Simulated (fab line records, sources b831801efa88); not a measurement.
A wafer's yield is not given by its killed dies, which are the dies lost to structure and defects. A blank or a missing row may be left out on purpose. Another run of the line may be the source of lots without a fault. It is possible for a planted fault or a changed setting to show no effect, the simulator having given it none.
Which tool is to blame? | flow sky130 | 42 wafers from 14 lots sampled at 4 of the route's 708 steps

== WHAT THE GAUGES READ, wafer by wafer ==
The record holds no reading of a measuring or inspecting step that can be judged against a usual standard deviation.

== TOOL THAT RAN EACH LOT (tool first, then ch and the chambers of the sampled wafers, then the start) ==
lot  | SKY_METAL2_STRIP_20                  | SKY_VIA2_STRIP_16                    | SKY_METAL3_SPUTTER_00        | SKY_METAL3_SPUTTER_02
L244 | plasma_asher-03 ch 0,1, day 35 01:18 | plasma_asher-04 ch 0, day 36 05:19   | pvd_sputter-02, day 36 07:01 | pvd_sputter-02, day 36 07:04
L245 | plasma_asher-04 ch 0,1, day 35 03:19 | plasma_asher-04 ch 0,1, day 36 07:12 | pvd_sputter-03, day 36 08:33 | pvd_sputter-03, day 36 08:36
L246 | plasma_asher-03 ch 0,1, day 35 13:55 | plasma_asher-04 ch 0,1, day 36 17:46 | pvd_sputter-03, day 36 19:23 | pvd_sputter-03, day 36 19:26
L249 | plasma_asher-03 ch 0,1, day 37 00:41 | plasma_asher-04 ch 0,1, day 38 03:55 | pvd_sputter-02, day 38 05:19 | pvd_sputter-02, day 38 05:22
L251 | plasma_asher-04 ch 0,1, day 38 19:43 | plasma_asher-03 ch 0,1, day 39 21:43 | pvd_sputter-04, day 39 23:02 | pvd_sputter-04, day 39 23:05
L255 | plasma_asher-01 ch 0,1, day 38 20:14 | plasma_asher-04 ch 0,1, day 39 22:22 | pvd_sputter-03, day 39 23:40 | pvd_sputter-03, day 39 23:43
L260 | plasma_asher-01 ch 1, day 40 07:22   | plasma_asher-03 ch 0, day 41 09:17   | pvd_sputter-04, day 41 10:35 | pvd_sputter-04, day 41 10:38
L261 | plasma_asher-03 ch 0,1, day 40 09:54 | plasma_asher-03 ch 0,1, day 41 11:14 | pvd_sputter-04, day 41 12:30 | pvd_sputter-04, day 41 12:33
L262 | plasma_asher-01 ch 0,1, day 40 18:14 | plasma_asher-02 ch 0,1, day 41 19:58 | pvd_sputter-03, day 41 21:11 | pvd_sputter-03, day 41 21:14
L263 | plasma_asher-01 ch 0,1, day 41 08:40 | plasma_asher-03 ch 0,1, day 42 09:46 | pvd_sputter-03, day 42 11:02 | pvd_sputter-03, day 42 11:05
L264 | plasma_asher-03 ch 0,1, day 41 09:55 | plasma_asher-03 ch 0,1, day 42 11:12 | pvd_sputter-02, day 42 12:43 | pvd_sputter-02, day 42 12:46
L265 | plasma_asher-01 ch 0,1, day 41 11:45 | plasma_asher-04 ch 1, day 42 12:53   | pvd_sputter-02, day 42 14:15 | pvd_sputter-02, day 42 14:18
L266 | plasma_asher-01 ch 0, day 41 17:16   | plasma_asher-03 ch 0,1, day 42 17:37 | pvd_sputter-04, day 42 18:53 | pvd_sputter-04, day 42 18:56
L267 | plasma_asher-01 ch 0,1, day 42 05:06 | plasma_asher-04 ch 0,1, day 43 05:53 | pvd_sputter-02, day 43 07:09 | pvd_sputter-02, day 43 07:11
- SKY_METAL2_STRIP_20: strips in O2/N2.
- SKY_VIA2_STRIP_16: strips in O2/N2.
- SKY_METAL3_SPUTTER_00: material Ti, target thk 15 nm, time 10 s.
- SKY_METAL3_SPUTTER_02: material AlCu, target thk 735 nm, time 39.1 s.

== WHAT THE TOOLS THEMSELVES READ (means of the sampled wafers that have a number; where no wafer has one, the mark that the record gives instead) ==
SKY_METAL2_STRIP_20. Usual: chamber_pressure_mTorr 1500.1 mTorr, standard deviation 1.3; drypump_motor_current_A 6.0 A, standard deviation 0.45; oes_product_au 0.343 a.u., standard deviation 0.0047; strip_time_to_endpoint_s 2.71 s, standard deviation 0.036.
lot  | tool            | chamber_pressure_mTorr (mTorr) | drypump_motor_current_A (A) | oes_product_au (a.u.) | strip_time_to_endpoint_s (s) | flag
L244 | plasma_asher-03 | 1499.4                         | 6.3                         | 0.343                 | 2.69                         |
L245 | plasma_asher-04 | 1500.1                         | 5.8                         | 0.339                 | 2.67                         |
L246 | plasma_asher-03 | 1500.6                         | 6.2                         | 0.343                 | 2.72                         |
L249 | plasma_asher-03 | 1500.7                         | 6.3                         | 0.346                 | 2.69                         |
L251 | plasma_asher-04 | 1501.5                         | 5.9                         | 0.341                 | 2.70                         |
L255 | plasma_asher-01 | 1499.8                         | 6.2                         | 0.345                 | 2.70                         |
L260 | plasma_asher-01 | 1499.2                         | 6.6                         | 0.344                 | 2.75                         |
L261 | plasma_asher-03 | 1499.3                         | 6.1                         | 0.345                 | 2.76                         |
L262 | plasma_asher-01 | 1500.1                         | 6.2                         | 0.338                 | 2.66                         |
L263 | plasma_asher-01 | 1500.7                         | 6.2                         | 0.344                 | 2.69                         |
L264 | plasma_asher-03 | 1500.2                         | 6.1                         | 0.343                 | 2.66                         |
L265 | plasma_asher-01 | 1500.2                         | 5.8                         | 0.339                 | 2.71                         |
L266 | plasma_asher-01 | 1500.5                         | 5.4                         | 0.344                 | 2.77                         |
L267 | plasma_asher-01 | 1500.4                         | 6.2                         | 0.341                 | 2.68                         |

SKY_VIA2_STRIP_16. Usual: chamber_pressure_mTorr 1500.1 mTorr, standard deviation 1.4; drypump_motor_current_A 6.1 A, standard deviation 0.35; oes_product_au 0.399 a.u., standard deviation 0.0049; strip_time_to_endpoint_s 4.058 s, standard deviation 0.024.
lot  | tool            | chamber_pressure_mTorr (mTorr) | drypump_motor_current_A (A) | oes_product_au (a.u.) | strip_time_to_endpoint_s (s) | flag
L244 | plasma_asher-04 | 1500.1                         | 5.6                         | 0.404                 | 4.074                        |
L245 | plasma_asher-04 | 1498.4                         | 5.7                         | 0.397                 | 4.054                        |
L246 | plasma_asher-04 | 1500.2                         | 5.7                         | 0.402                 | 4.069                        |
L249 | plasma_asher-04 | 1501.1                         | 5.9                         | 0.394                 | 4.039                        |
L251 | plasma_asher-03 | 1498.9                         | 6.1                         | 0.392                 | 4.066                        |
L255 | plasma_asher-04 | 1501.3                         | 5.9                         | 0.396                 | 4.040                        |
L260 | plasma_asher-03 | 1500.9                         | 5.9                         | 0.401                 | 4.078                        |
L261 | plasma_asher-03 | 1500.7                         | 6.3                         | 0.401                 | 4.043                        |
L262 | plasma_asher-02 | 1499.7                         | 6.5                         | 0.398                 | 4.053                        |
L263 | plasma_asher-03 | 1500.0                         | 6.2                         | 0.395                 | 4.025                        |
L264 | plasma_asher-03 | 1499.9                         | 6.2                         | 0.397                 | 4.054                        |
L265 | plasma_asher-04 | 1499.2                         | 6.0                         | 0.403                 | 4.092                        |
L266 | plasma_asher-03 | 1499.9                         | 6.3                         | 0.397                 | 4.066                        |
L267 | plasma_asher-04 | 1502.0                         | 5.9                         | 0.400                 | 4.033                        |

SKY_METAL3_SPUTTER_00. Usual: cathode_dc_power_W 3000.0 W, standard deviation 0.56; chamber_pressure_pa 0.4001 Pa, standard deviation 0.00081; throttle_valve_pct 30.1 %, standard deviation 0.69.
lot  | tool           | cathode_dc_power_W (W) | chamber_pressure_pa (Pa) | throttle_valve_pct (%) | flag
L244 | pvd_sputter-02 | 2999.9                 | 0.3995                   | 30.9                   |
L245 | pvd_sputter-03 | 3000.0                 | 0.4008                   | 30.2                   |
L246 | pvd_sputter-03 | 3000.3                 | 0.4006                   | 30.0                   |
L249 | pvd_sputter-02 | 2999.7                 | 0.4006                   | 31.1                   |
L251 | pvd_sputter-04 | -                      | -                        | -                      | OFF
L255 | pvd_sputter-03 | -                      | -                        | -                      | OFF
L260 | pvd_sputter-04 | 3000.0                 | 0.3996                   | 29.6                   |
L261 | pvd_sputter-04 | 2999.5                 | 0.4003                   | 30.0                   |
L262 | pvd_sputter-03 | 2999.7                 | 0.3997                   | 29.5                   |
L263 | pvd_sputter-03 | 2999.8                 | 0.4001                   | 29.9                   |
L264 | pvd_sputter-02 | 3000.1                 | 0.4000                   | 30.8                   |
L265 | pvd_sputter-02 | 3000.0                 | 0.3998                   | 30.5                   |
L266 | pvd_sputter-04 | 3000.3                 | 0.4001                   | 30.4                   |
L267 | pvd_sputter-02 | 3000.1                 | 0.4001                   | 30.5                   |

SKY_METAL3_SPUTTER_02. Usual: cathode_dc_power_W 10600 W, standard deviation 2; chamber_pressure_pa 0.4000 Pa, standard deviation 0.00078; throttle_valve_pct 30.1 %, standard deviation 0.69.
lot  | tool           | cathode_dc_power_W (W) | chamber_pressure_pa (Pa) | throttle_valve_pct (%) | flag
L244 | pvd_sputter-02 | 10598                  | 0.3998                   | 30.7                   |
L245 | pvd_sputter-03 | 10600                  | 0.4000                   | 30.4                   |
L246 | pvd_sputter-03 | 10603                  | 0.4000                   | 30.0                   |
L249 | pvd_sputter-02 | 10601                  | 0.4004                   | 31.2                   |
L251 | pvd_sputter-04 | 10599                  | 0.4011                   | 30.2                   |
L255 | pvd_sputter-03 | 10600                  | 0.4005                   | 29.5                   |
L260 | pvd_sputter-04 | 10600                  | 0.3994                   | 29.5                   |
L261 | pvd_sputter-04 | 10600                  | 0.4002                   | 30.0                   |
L262 | pvd_sputter-03 | 10602                  | 0.4003                   | 29.4                   |
L263 | pvd_sputter-03 | 10602                  | 0.4000                   | 29.9                   |
L264 | pvd_sputter-02 | 10599                  | 0.4000                   | 30.7                   |
L265 | pvd_sputter-02 | 10601                  | 0.4005                   | 30.4                   |
L266 | pvd_sputter-04 | 10599                  | 0.3997                   | 30.3                   |
L267 | pvd_sputter-02 | 10599                  | 0.3998                   | 30.6                   |

== THE ANSWER, worked out from the rows above alone ==
Rule: a lot is off if the mean of its wafers that have a number lies more than 3 standard deviations from the usual mean. Also off: a lot with no number at a reading for which 4 or more lots have one. All remaining lots with rows at the step are treated as sound. First the gauges in route order, then the tools' own readings, where a lot's mean is used as printed above. At the first step where some lot is off, the reading lying furthest off is the one used; lots without a number count as furthest.
Off, at SKY_METAL3_SPUTTER_00 on cathode_dc_power_W: L251, L255. Without a number there: L251, L255.
A tool fits if, at that step or a process step before it, it ran every lot that is off, and no sound lot after the first of them. No candidate that was tried fits.

== WHAT THE SIMULATOR HAD PUT IN ==
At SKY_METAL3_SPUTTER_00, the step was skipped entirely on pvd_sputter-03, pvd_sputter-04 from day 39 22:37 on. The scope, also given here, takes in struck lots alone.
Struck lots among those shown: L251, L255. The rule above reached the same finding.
